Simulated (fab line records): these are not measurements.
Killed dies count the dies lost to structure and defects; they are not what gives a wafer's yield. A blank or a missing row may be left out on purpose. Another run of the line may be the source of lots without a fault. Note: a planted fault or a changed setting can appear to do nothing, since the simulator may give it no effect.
Chamber matching || flow sky130 || 3 sister chambers for SKY_CAPM_CVD_00 on pecvd-03
The step deposits SiO2, target thk 15.5 nm. 3 wafers are shown with their chamber, then 8 later ones without.

## WAFERS WITH THEIR CHAMBER
{"wafer": "L090.2", "chamber": 0, "heater_power_w (W)": 776}
{"wafer": "L090.4", "chamber": 2, "heater_power_w (W)": 781}
{"wafer": "L094.3", "chamber": 1, "heater_power_w (W)": 711}

## WAFERS WITH NO CHAMBER GIVEN
{"wafer": "L094.4", "heater_power_w (W)": 725}
{"wafer": "L094.6", "heater_power_w (W)": 705}
{"wafer": "L095.1", "heater_power_w (W)": 683}
{"wafer": "L095.4", "heater_power_w (W)": 686}
{"wafer": "L095.6", "heater_power_w (W)": 707}
{"wafer": "L097.1", "heater_power_w (W)": 619}
{"wafer": "L097.2", "heater_power_w (W)": 814}
{"wafer": "L097.4", "heater_power_w (W)": 795}

## EACH ONE'S CHAMBER
{"wafer": "L094.4", "from the rows above": "can't be placed: 1 or 0 or 2", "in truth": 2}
{"wafer": "L094.6", "from the rows above": "can't be placed: 1 or 0 or 2", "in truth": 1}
{"wafer": "L095.1", "from the rows above": "can't be placed: 1 or 0 or 2", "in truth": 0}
{"wafer": "L095.4", "from the rows above": "can't be placed: 1 or 0 or 2", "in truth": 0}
{"wafer": "L095.6", "from the rows above": "can't be placed: 1 or 0 or 2", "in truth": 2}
{"wafer": "L097.1", "from the rows above": "can't be placed: 1 or 0 or 2", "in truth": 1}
{"wafer": "L097.2", "from the rows above": "can't be placed: 2 or 0 or 1", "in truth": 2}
{"wafer": "L097.4", "from the rows above": "can't be placed: 2 or 0 or 1", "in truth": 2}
0 of 8 placed correctly. Can't be placed from these rows: 8 (the true chamber is among the candidates in 8). 0 placed wrongly.
How it was worked out, from the rows above alone: a wafer's distance from a chamber is the root of the sum, over the readings, of the square of ((its reading less the chamber's mean) divided by the reading's scatter). If the next closest chamber is less than 2 further off than the closest, the wafer can't be placed; otherwise it belongs to the closest. Each chamber's mean is taken over the wafers shown for it. The scatter (one wafer shown for each chamber): square how far every hidden wafer sits from the nearest shown wafer, average those squares and take the square root.
